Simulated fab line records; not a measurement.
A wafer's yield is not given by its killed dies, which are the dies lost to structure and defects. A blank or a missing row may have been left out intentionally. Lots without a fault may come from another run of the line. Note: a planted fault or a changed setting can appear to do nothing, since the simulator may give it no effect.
Which tool did it?    flow gf180mcu    6 lots (17 wafers sampled), 1 step of a 602-step route

## WHAT THE GAUGES READ, wafer by wafer
GF_V5_CD_MEAS_14: target cd 260 nm.
lot   measured      on        cdNm (nm)
L771  day 27 18:18  cdSem-02  258.7 258.9 258.9
L775  day 29 06:01  cdSem-02  259.6 259.8 259.7
L781  day 31 00:28  cdSem-02  263.3 262.2
L786  day 32 01:48  cdSem-02  259.3 260.2 258.6
L790  day 33 01:37  cdSem-02  259.4 259.7 259.7
L792  day 33 13:27  cdSem-02  258.4 258.9 258.4

## WHAT TOOL EACH LOT RAN ON (gives the tool, then ch and the chambers of the sampled wafers, and finally the start)
Before these readings, the record contains no process step.

## THE ANSWER, worked out from the rows above alone
Rule: the lots themselves supply what counts as usual. The widest of any qualifying gaps counts: lots, ordered by their means at a reading, are off when they make up no more than a third of the lots, leave a main group of 4 or more, and stand apart from it by 3 or more times the standard deviation of that group's means. A main group whose means are all the same, to the digits that the tables above print for the reading, isn't used. Also off: a lot with no number at a reading for which 4 or more lots have one. The other lots that the step has rows for count as sound.
Off at GF_V5_CD_MEAS_14 (cdNm): L781. The main group: mean 259.2 nm, standard deviation 0.44.
A tool fits if, at a process step before that reading, it ran every lot that is off, and no sound lot after the first of them. Those tools and the gauges at GF_V5_CD_MEAS_14 are tried in the same way. Of those tried, none fits.

## WHAT WAS PUT IN BY THE SIMULATOR
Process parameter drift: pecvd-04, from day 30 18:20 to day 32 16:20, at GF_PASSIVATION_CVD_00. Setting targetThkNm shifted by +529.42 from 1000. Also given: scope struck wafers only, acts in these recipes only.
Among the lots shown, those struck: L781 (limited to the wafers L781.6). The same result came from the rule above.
